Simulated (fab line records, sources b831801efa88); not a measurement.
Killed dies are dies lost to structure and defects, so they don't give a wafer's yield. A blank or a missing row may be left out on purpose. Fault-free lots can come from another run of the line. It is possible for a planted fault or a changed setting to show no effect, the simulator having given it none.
What tool caused it? :: flow sky130 :: Sampling: 12 lots, 36 wafers, 2 of 708 route steps

== WHAT EACH GAUGE READ, for each wafer ==
SKY_LI_CONTACT_RS_MEAS_22: uses a four-point probe to measure. Usual: for LI_CONTACT_W_RS the level is 0.286 ohm/sq and the standard deviation is 0.0033.
lot: L144
measured: day 29 05:01
on: filmMetro-04
LI_CONTACT_W_RS (ohm/sq): 0.282 0.283 0.284
flag: 

lot: L145
measured: day 29 15:37
on: filmMetro-03
LI_CONTACT_W_RS (ohm/sq): 0.283 0.283 0.278
flag: 

lot: L146
measured: day 30 09:43
on: filmMetro-04
LI_CONTACT_W_RS (ohm/sq): 0.286 0.290 0.289
flag: 

lot: L148
measured: day 30 21:19
on: filmMetro-03
LI_CONTACT_W_RS (ohm/sq): 0.288 0.284 0.290
flag: 

lot: L150
measured: day 31 08:21
on: filmMetro-03
LI_CONTACT_W_RS (ohm/sq): 0.290 0.288 0.289
flag: 

lot: L154
measured: day 32 13:45
on: filmMetro-03
LI_CONTACT_W_RS (ohm/sq): 0.286 0.288 0.289
flag: 

lot: L153
measured: day 32 15:13
on: filmMetro-03
LI_CONTACT_W_RS (ohm/sq): 0.292 0.294 0.292
flag: 

lot: L157
measured: day 33 16:22
on: filmMetro-04
LI_CONTACT_W_RS (ohm/sq): 0.284 0.289 0.280
flag: 

lot: L161
measured: day 34 19:35
on: filmMetro-04
LI_CONTACT_W_RS (ohm/sq): 0.283 0.284 0.287
flag: 

lot: L162
measured: day 35 11:54
on: filmMetro-04
LI_CONTACT_W_RS (ohm/sq): 0.278 0.284 0.281
flag: 

lot: L163
measured: day 35 16:29
on: filmMetro-02
LI_CONTACT_W_RS (ohm/sq): 0.285 0.291 0.287
flag: 

lot: L164
measured: day 35 19:04
on: filmMetro-03
LI_CONTACT_W_RS (ohm/sq): 0.289 0.287 0.288
flag: 

== WHAT TOOL EACH LOT RAN ON (gives the tool, then ch and the chambers of the sampled wafers, and finally the start) ==
lot: L144
SKY_LDD_N_IMPLANT_14: implanter-02 ch 0, day 17 17:45

lot: L145
SKY_LDD_N_IMPLANT_14: implanter-02 ch 0, day 18 02:56

lot: L146
SKY_LDD_N_IMPLANT_14: implanter-02 ch 0, day 18 21:49

lot: L148
SKY_LDD_N_IMPLANT_14: implanter-02 ch 0, day 19 14:49

lot: L150
SKY_LDD_N_IMPLANT_14: implanter-03 ch 0, day 20 01:19

lot: L154
SKY_LDD_N_IMPLANT_14: implanter-03 ch 0, day 21 08:38

lot: L153
SKY_LDD_N_IMPLANT_14: implanter-03 ch 0, day 21 12:40

lot: L157
SKY_LDD_N_IMPLANT_14: implanter-03 ch 0, day 22 16:08

lot: L161
SKY_LDD_N_IMPLANT_14: implanter-02 ch 0, day 23 23:59

lot: L162
SKY_LDD_N_IMPLANT_14: implanter-03 ch 0, day 24 19:01

lot: L163
SKY_LDD_N_IMPLANT_14: implanter-01 ch 0, day 25 00:32

lot: L164
SKY_LDD_N_IMPLANT_14: implanter-02 ch 0, day 25 03:16
- SKY_LDD_N_IMPLANT_14

== WHAT THE TOOLS THEMSELVES READ (means of the sampled wafers that have a number; where no wafer has one, the mark that the record gives instead) ==
SKY_LDD_N_IMPLANT_14. Usual: faradayCurrentUA 28.2, standard deviation 0.58; tiltDeg 29.998 degrees, standard deviation 0.021.
lot: L144
tool: implanter-02
faradayCurrentUA: 28.7
tiltDeg (degrees): 29.972
flag: 

lot: L145
tool: implanter-02
faradayCurrentUA: 28.1
tiltDeg (degrees): 29.997
flag: 

lot: L146
tool: implanter-02
faradayCurrentUA: 27.8
tiltDeg (degrees): 29.996
flag: 

lot: L148
tool: implanter-02
faradayCurrentUA: 27.5
tiltDeg (degrees): 30.018
flag: 

lot: L150
tool: implanter-03
faradayCurrentUA: 28.5
tiltDeg (degrees): 30.006
flag: 

lot: L154
tool: implanter-03
faradayCurrentUA: 28.5
tiltDeg (degrees): 29.986
flag: 

lot: L153
tool: implanter-03
faradayCurrentUA: 28.0
tiltDeg (degrees): 29.997
flag: 

lot: L157
tool: implanter-03
faradayCurrentUA: 28.2
tiltDeg (degrees): 30.004
flag: 

lot: L161
tool: implanter-02
faradayCurrentUA: 28.5
tiltDeg (degrees): 0.025
flag: OFF

lot: L162
tool: implanter-03
faradayCurrentUA: 28.1
tiltDeg (degrees): 30.019
flag: 

lot: L163
tool: implanter-01
faradayCurrentUA: 28.7
tiltDeg (degrees): 29.987
flag: 

lot: L164
tool: implanter-02
faradayCurrentUA: 27.8
tiltDeg (degrees): -0.016
flag: OFF

== THE ANSWER, worked out from the rows above alone ==
Rule: lot off if the mean of its wafers having a number is beyond 3 standard deviations from the usual mean. A lot without any number at a reading at which 4 lots or more have one is off too. The other lots that the step has rows for count as sound. Order of review: gauges by route order, followed by the tools' own readings, for which a lot's mean as printed above is used. At the first step where some lot is off, the reading lying furthest off is the one used; lots without a number count as furthest.
Off: L161, L164, at SKY_LDD_N_IMPLANT_14 (tiltDeg).
If a tool, at that step or one of the process steps before it, ran each lot that is off and ran no sound lot following the first of them, it fits. One fits: implanter-02 at SKY_LDD_N_IMPLANT_14. A fault onset in the window from L148 (day 19 14:49, its last sound lot) to L161 (day 23 23:59, its first lot off) fits.
The tool's own readings at SKY_LDD_N_IMPLANT_14 bear it out: on the lots that are off they differ by more than 5 times the standard deviation of the sound lots' means. tiltDeg reads 0.005 degrees there against 29.998 degrees on the sound lots.

== WHAT THE SIMULATOR HAD INSERTED ==
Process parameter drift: implanter-02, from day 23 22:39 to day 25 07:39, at SKY_LDD_N_IMPLANT_14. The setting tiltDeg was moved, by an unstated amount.
Shown lots that were struck: L161, L164. This agrees with what the rule above found.
